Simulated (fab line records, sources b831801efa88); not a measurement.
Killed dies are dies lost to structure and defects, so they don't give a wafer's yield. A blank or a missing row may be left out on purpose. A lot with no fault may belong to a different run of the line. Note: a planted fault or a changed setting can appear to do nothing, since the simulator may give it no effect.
fab line records | flow sky130
record: lots: 6 wafers: 18 last_day: 50
route steps=708 shown PASSIVATION@689 PAD_OPEN@694
lots that met no fault: from a run of the same line without faults
start_h: hours from the record's first day to the start of the lot's first wafer shown | wait_h: hours elapsed since this lot's preceding step | " repeats the value in the row above | L1.1+2: a single row standing in for several wafers | - no value present, or no start provided | * or withheld: withheld | < > ~ a bound
route shown NAME@n: a module of which the file shows steps, and the number in the route of the first | usual: average and standard deviation across the fault-free wafers | same: alike in all rows | chamber/n: place in a boat | sites: the reading at each site | _std_site: their standard deviation | _edge_site: outer sites' mean less inner sites' | radius_mm: how far each site lies from the wafer's centre | mask NAME#n: copy n | behind: tool/chamber where the wafer was last shaped | hold: what put the lot on hold/how long, in hours/how the hold closed | device: which transistor (n, p or np) failed to switch | end of line: the same wafers' tests at the end of the route | step lacking rows: just its recipe | killed: the dies lost at the first sort to structure and to defects; this is not the yield of the wafer | map: per-die view of a wafer (x killed, . not killed, _ where there is no die)
set.NAME: the setting as run; set.NAME@STEP: as run at that earlier step | model.NAME: the simulator's own value behind a step, which no gauge read
lots at some steps of the route; a table a step, a row a wafer
services: from which hour (start_h, from the record's first day; less than 0 if before it) a tool's chamber was out of use, for how many hours, and why
== steps ==
step: SKY_PASSIVATION_EXPOSE_08
recipe: mask_id: NSM target_cd_nm: 3000 na: 0.57 dose_mj: 260
step: SKY_PASSIVATION_PEB_09
recipe: temp_c: 115 time_s: withheld
step: SKY_PASSIVATION_DEVELOP_10
recipe: develop_time_s: 60 dev_temp_c: 23
step: SKY_PASSIVATION_ETCH_11
recipe: chemistry: CF4/O2 target_depth_nm: 725 stop_on: AlCu source_w: 800 bias_w: 150 pressure_mtorr: 150 cf4_flow_sccm: 80 O2_flow_sccm: 10 time_s: 161.1
usual: bias_w: 150.0/0.46 drypump_motor_current_A: 5.5/0.57 oes_product_au: 0.977/0.0077 throttle_valve_pct: 5.964/0.0088
same: time_s: 161.1
columns lot.wafer tool chamber start_h wait_h bias_w drypump_motor_current_A oes_product_au rf_hours_counter_h throttle_valve_pct
L109.2 rie_diel-03 3 1032.49 - 149.3 4.7 0.978 24 5.959
L109.4 " 2 " " 150.4 6.1 0.983 13 5.971
L109.6 " 0 " " 150.4 5.5 0.983 - 5.967
L118.2 rie_diel-03 2 1110.69 - 149.8 6.1 0.973 15 5.950
L118.4 " 1 " " 149.8 5.8 0.983 7 5.972
L118.6 " 0 " " 149.6 5.5 0.973 - 5.958
L125.1 rie_diel-01 1 1151.74 - 149.5 5.4 0.980 16 5.949
L125.2 " 0 " " 151.5 5.0 0.968 18 5.949
L125.4 " 3 " " 149.5 6.0 0.975 19 5.953
L127.1 rie_diel-04 1 1153.06 - 150.4 4.8 0.979 16 5.952
L127.2 " 2 " " 150.1 4.7 0.983 23 5.943
L127.3 " 0 " " 150.5 6.3 0.967 16 5.967
L129.1 rie_diel-04 0 1172.64 - 150.0 6.3 0.962 17 5.946
L129.2 " 1 " " 149.9 4.8 0.968 17 5.949
L129.6 " 2 " " 149.7 4.6 0.974 - 5.970
L131.2 rie_diel-03 2 1181.96 - 149.3 6.1 0.969 17 5.966
L131.4 " 0 " " 150.4 5.5 0.978 3 5.981
L131.5 " 1 " " 149.9 5.8 0.977 - 5.971
step: SKY_PASSIVATION_STRIP_12
recipe: chemistry: O2/N2 power_w: 1400 pressure_mtorr: 1500 platen_temp_c: withheld overash_fraction: 0.7 o2_flow_sccm: 3000 n2_flow_sccm: 300
usual: drypump_motor_current_A: 5.6/0.46 oes_product_au: 0.661/0.0044 strip_time_to_endpoint_s: 31.51/0.12
columns lot.wafer tool chamber start_h wait_h drypump_motor_current_A oes_product_au rf_hours_counter_h strip_time_to_endpoint_s
L109.2 plasma_asher-01 0 1032.59 0.1 5.2 0.656 107 31.40
L109.4 " 0 " " 5.1 0.658 - 31.29
L109.6 " 0 " " 5.1 0.655 - 31.36
L118.2 plasma_asher-04 1 1110.79 0.1 5.9 0.662 36 31.46
L118.4 " 1 " " 5.9 0.659 - 31.38
L118.6 " 1 " " 5.9 0.657 - 31.54
L125.1 plasma_asher-01 1 1151.84 0.1 5.2 0.665 8 31.35
L125.2 " 0 " " 5.1 0.660 8 31.41
L125.4 " 0 " " 5.1 0.661 - 31.33
L127.1 plasma_asher-01 1 1153.17 0.1 5.1 0.664 9 31.40
L127.2 " 0 " " 5.1 0.657 9 31.62
L127.3 " 1 " " 5.1 0.665 - 31.62
L129.1 plasma_asher-03 0 1172.74 0.1 5.4 0.664 102 31.56
L129.2 " 1 " " 6.4 0.666 102 31.66
L129.6 " 1 " " 6.4 0.661 - 31.73
L131.2 plasma_asher-01 1 1182.07 0.1 5.2 0.657 12 31.48
L131.4 " 1 " " 5.1 0.664 - 31.72
L131.5 " 0 " " 5.2 0.654 - 31.61
step: SKY_PAD_OPEN_DEHYDRATE_00
recipe: temp_c: 200 time_s: 60
step: SKY_PAD_OPEN_HMDS_01
recipe: prime_time_s: 60 prime_temp_c: 120
step: SKY_PAD_OPEN_COAT_02
recipe: spin_rpm: 2000 resist_thk_nm: 3000
step: SKY_PAD_OPEN_SOFTBAKE_03
recipe: temp_c: 110 time_s: withheld
step: SKY_PAD_OPEN_EXPOSE_04
recipe: mask_id: PDM target_cd_nm: 60000 na: 0.57 dose_mj: 260
step: SKY_PAD_OPEN_PEB_05
recipe: temp_c: 115 time_s: withheld
step: SKY_PAD_OPEN_DEVELOP_06
recipe: develop_time_s: 60 dev_temp_c: 23
step: SKY_PAD_OPEN_ETCH_07
recipe: chemistry: CF4/O2 target_depth_nm: 725 stop_on: AlCu source_w: 800 bias_w: 150 pressure_mtorr: 150 cf4_flow_sccm: 80 O2_flow_sccm: 10 time_s: 161.1
usual: bias_w: 150.0/0.39 drypump_motor_current_A: 5.5/0.54 oes_product_au: 0.976/0.0077 throttle_valve_pct: 5.963/0.0088
same: time_s: 161.1
columns lot.wafer tool chamber start_h wait_h bias_w drypump_motor_current_A oes_product_au rf_hours_counter_h throttle_valve_pct
L109.2 rie_diel-02 3 1054.34 - 150.3 5.2 0.972 15 5.967
L109.4 " 2 " " 150.7 6.2 0.985 20 5.970
L109.6 " 0 " " 149.9 5.8 0.975 - 5.959
L118.2 rie_diel-04 2 1130.22 - 149.7 4.7 0.975 22 5.957
L118.4 " 0 " " 150.1 6.4 0.980 15 5.969
L118.6 " 2 " " 150.4 4.6 0.969 - 5.964
L125.1 rie_diel-04 0 1168.52 - 139.7 6.3 0.966 17 5.974
L125.2 " 1 " " 139.5 4.8 0.972 16 5.961
L125.4 " 3 " " 139.7 5.9 0.976 14 5.957
L127.1 rie_diel-04 2 1171.14 - 139.7 4.7 0.974 23 5.964
L127.2 " 1 " " 139.7 4.8 0.972 17 5.967
L127.3 " 3 " " 139.6 5.8 0.973 14 5.950
L129.1 rie_diel-01 1 1187.72 - 150.3 5.4 0.971 17 5.956
L129.2 " 2 " " 149.6 5.9 0.973 29 5.967
L129.6 " 2 " " 149.5 5.9 0.971 - 5.963
L131.2 rie_diel-02 2 1197.44 - 150.4 6.2 0.970 25 5.963
L131.4 " 1 " " 149.7 5.8 0.969 5 5.966
L131.5 " 3 " " 149.7 5.2 0.971 - 5.969
step: SKY_PAD_OPEN_STRIP_08
recipe: chemistry: O2/N2 power_w: 1400 pressure_mtorr: 1500 platen_temp_c: withheld overash_fraction: 0.7 o2_flow_sccm: 3000 n2_flow_sccm: 300
usual: drypump_motor_current_A: 5.9/0.41 oes_product_au: 0.663/0.0044
columns lot.wafer tool chamber start_h wait_h drypump_motor_current_A oes_product_au rf_hours_counter_h
L109.2 plasma_asher-02 1 1054.44 0.1 6.1 0.659 63
L109.4 " 0 " " 5.9 0.660 -
L109.6 " 1 " " 6.1 0.661 -
L118.2 plasma_asher-03 0 1130.33 0.1 5.4 0.666 98
L118.4 " 1 " " 6.4 0.661 -
L118.6 " 1 " " 6.4 0.669 -
L125.1 plasma_asher-03 1 1168.62 0.1 6.4 0.666 102
L125.2 " 0 " " 5.4 0.669 102
L125.4 " 0 " " 5.4 0.666 -
L127.1 plasma_asher-04 0 1171.24 0.1 5.5 0.667 42
L127.2 " 1 " " 5.9 0.666 42
L127.3 " 1 " " 5.9 0.664 -
L129.1 plasma_asher-03 1 1187.82 0.1 6.4 0.670 104
L129.2 " 0 " " 5.4 0.663 104
L129.6 " 0 " " 5.4 0.668 -
L131.2 plasma_asher-03 1 1197.54 0.1 6.4 0.668 106
L131.4 " 0 " " 5.4 0.662 -
L131.5 " 0 " " 5.4 0.663 -
step: SKY_PAD_OPEN_PROBE_99
usual: defect_limited_yield: 82.7/1.9 killed_at_M0_to_M3: 43/6.6 killed_at_M4_up: 3.1/1.6 killed_at_contacts: 23/5.6 killed_at_front_end: 15/4.2 killed_at_other: 0.2/0.43 killed_dies: 85/9.3 killed_open: 46/6.6 killed_short: 39/6.2 sort_bin_3_pad_short: 0.8/0.37 sort_bin_5_function: 10.2/1.5 sort_bin_6_memory: 6.2/1.1 sort_n_pass: 407/9.3 sort_yield_pct: 82.7/1.9
same: gross_dies: 492 killed_at_back_side: 0 sort_bin_4_leakage[%]: 0 sort_bin_8_speed[%]: 0
columns lot.wafer tool chamber start_h wait_h defect_limited_yield[%] killed_at_M0_to_M3 killed_at_M4_up killed_at_contacts killed_at_front_end killed_at_other killed_dies killed_open killed_short sort_bin_3_pad_short[%] sort_bin_5_function[%] sort_bin_6_memory[%] sort_n_pass sort_yield_pct[%]
L109.2 prober-01 - 1056.71 0.1 81.1 41 3 34 15 0 93 51 42 1.2 10.2 7.5 399 81.1
L109.4 prober-01 - 1056.81 0.2 84.1 38 3 23 13 1 78 41 37 1.0 9.1 5.7 414 84.1
L109.6 prober-01 - 1056.91 0.2 82.9 42 3 23 16 0 84 46 38 1.2 10.8 5.1 408 82.9
L118.2 prober-01 - 1132.61 0.1 83.3 44 3 21 14 0 82 38 44 1.2 9.6 5.9 410 83.3
L118.4 prober-01 - 1132.71 0.2 82.3 42 4 26 15 0 87 42 45 1.2 8.9 7.5 405 82.3
L118.6 prober-01 - 1132.81 0.2 81.7 50 2 16 22 0 90 50 40 1.0 11.0 6.3 402 81.7
L125.1 prober-02 - 1170.83 0.1 83.3 42 1 23 16 0 82 38 44 1.0 11.0 4.7 410 83.3
L125.2 prober-02 - 1170.88 0.1 80.1 48 3 28 19 0 98 57 41 0.8 13.2 5.9 394 80.1
L125.4 prober-02 - 1170.98 0.2 77.6 55 3 35 16 1 110 60 50 1.4 12.8 8.1 382 77.6
L127.1 prober-01 - 1174.43 0.1 84.8 38 5 13 18 1 75 35 40 1.0 8.1 6.1 417 84.8
L127.2 prober-01 - 1174.48 0.1 79.1 53 5 26 19 0 103 53 50 1.4 10.2 9.3 389 79.1
L127.3 prober-01 - 1174.53 0.2 81.3 44 6 27 15 0 92 53 39 1.2 11.4 6.1 400 81.3
killed by level:class
L109.2 CONTACT:geometric_particle:open=15 VIA1:geometric_particle:open=8 CONTACT:geometric_particle:short=8 VIA2:geometric_particle:open=7 VIA3:geometric_particle:open=6 FIELD_ISO:geometric_particle:short=5 LOCAL_INTERCONNECT:geometric_particle:short=5 POLY_GATE:geometric_particle:open=4
L109.4 LI_CONTACT:geometric_particle:open=7 CONTACT:geometric_particle:short=6 VIA1:geometric_particle:open=6 VIA3:geometric_particle:open=6 CONTACT:geometric_particle:open=5 METAL2:geometric_particle:short=5 VIA2:geometric_particle:open=5 METAL1:geometric_particle:short=4
L109.6 VIA1:geometric_particle:open=8 VIA2:geometric_particle:open=8 LI_CONTACT:geometric_particle:open=7 CONTACT:geometric_particle:open=6 POLY_GATE:geometric_particle:short=5 METAL1:geometric_particle:short=5 CONTACT:geometric_particle:short=5 VIA1:geometric_particle:short=4
L118.2 LOCAL_INTERCONNECT:geometric_particle:short=10 METAL1:geometric_particle:short=7 VIA1:geometric_particle:open=7 VIA3:geometric_particle:open=7 VIA2:geometric_particle:open=6 VIA1:geometric_particle:short=6 LI_CONTACT:geometric_particle:open=5 VIA2:geometric_particle:short=4
L118.4 CONTACT:geometric_particle:open=9 VIA1:geometric_particle:open=8 METAL1:geometric_particle:short=6 VIA1:geometric_particle:short=6 LOCAL_INTERCONNECT:geometric_particle:short=5 CONTACT:geometric_particle:short=5 FIELD_ISO:geometric_particle:short=4 VIA3:geometric_particle:open=4
L118.6 VIA1:geometric_particle:open=13 CONTACT:geometric_particle:open=6 METAL1:geometric_particle:short=6 VIA2:geometric_particle:open=6 POLY_GATE:geometric_particle:short=5 SPACER:geometric_particle:open=5 LI_CONTACT:geometric_particle:open=5 VIA3:geometric_particle:short=5
L125.1 LI_CONTACT:geometric_particle:open=8 VIA1:geometric_particle:open=7 METAL1:geometric_particle:short=6 CONTACT:geometric_particle:short=5 POLY_GATE:geometric_particle:short=5 VIA1:geometric_particle:short=5 VIA2:geometric_particle:open=5 LI_CONTACT:geometric_particle:short=4
L125.2 VIA1:geometric_particle:open=15 CONTACT:geometric_particle:open=7 VIA3:geometric_particle:open=7 CONTACT:geometric_particle:short=6 VIA2:geometric_particle:open=6 LI_CONTACT:geometric_particle:open=5 LOCAL_INTERCONNECT:geometric_particle:short=5 FIELD_ISO:geometric_particle:open=4
L125.4 CONTACT:geometric_particle:open=13 VIA1:geometric_particle:open=12 LI_CONTACT:geometric_particle:open=10 LI_CONTACT:geometric_particle:short=7 METAL2:geometric_particle:short=6 VIA2:geometric_particle:open=6 POLY_GATE:geometric_particle:open=5 POLY_GATE:geometric_particle:short=5
L127.1 FIELD_ISO:geometric_particle:short=7 VIA1:geometric_particle:open=7 METAL1:geometric_particle:short=6 METAL2:geometric_particle:short=5 VIA1:geometric_particle:short=5 VIA2:geometric_particle:open=5 LI_CONTACT:geometric_particle:open=4 CONTACT:geometric_particle:open=4
L127.2 VIA1:geometric_particle:open=14 CONTACT:geometric_particle:open=10 METAL2:geometric_particle:short=8 FIELD_ISO:geometric_particle:short=7 VIA3:geometric_particle:open=7 VIA2:geometric_particle:open=6 LI_CONTACT:geometric_particle:open=5 VIA3:geometric_particle:short=5
L127.3 CONTACT:geometric_particle:open=12 VIA1:geometric_particle:open=12 METAL2:geometric_particle:short=9 VIA3:geometric_particle:open=8 LI_CONTACT:geometric_particle:open=7 LI_CONTACT:geometric_particle:short=5 METAL4:geometric_particle:short=5 FIELD_ISO:geometric_particle:open=3
== services ==
columns tool chamber start_h hours kind
rie_diel-03 - 1010.55 0.4 repair
rie_diel-01 2 1021.84 5.4 repair
rie_diel-03 0 1022.68 1.5 repair
plasma_asher-04 - 1036.26 1.8 repair
plasma_asher-01 - 1055.30 9.0 pm
plasma_asher-01 0 1055.30 9.0 vent_cycle
plasma_asher-01 1 1055.30 9.0 vent_cycle
plasma_asher-01 0 1064.30 - clean
plasma_asher-01 1 1064.30 - clean
rie_diel-01 3 1069.94 14.9 repair
rie_diel-03 - 1087.57 1.6 repair
rie_diel-03 - 1097.53 1.3 repair
plasma_asher-04 - 1098.19 3.9 repair
plasma_asher-02 - 1105.56 1.1 repair
rie_diel-02 2 1125.34 5.8 repair
rie_diel-03 1 1130.88 2.5 repair
rie_diel-02 - 1134.03 2.8 pm
plasma_asher-02 - 1135.13 0.7 repair
rie_diel-02 0 1145.48 4.7 repair
plasma_asher-01 - 1165.38 0.8 repair
plasma_asher-02 - 1175.60 14.6 pm
plasma_asher-04 - 1182.49 3.1 repair
rie_diel-03 0 1186.05 6.6 repair
plasma_asher-02 - 1190.20 4.0 pm
== key ==
first_sign: step: SKY_PAD_OPEN_ETCH_07 reading: bias_w direction: down sigmas: 27 usual: 150.0 struck: 139.6
effect none on later readings
met_at SKY_PAD_OPEN_ETCH_07
struck_wafers L125.1,L125.2,L125.4,L127.1,L127.2,L127.3
onset_between 1130.22 1168.52
fault: kind: process_parameter_drift tool: rie_diel-04 chamber: - onset_h: 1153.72 steps: SKY_PAD_OPEN_ETCH_07 channel: bias_w offset: -10.218 shape: step end_h: 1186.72 acts_in: these_recipes_only stated: 150
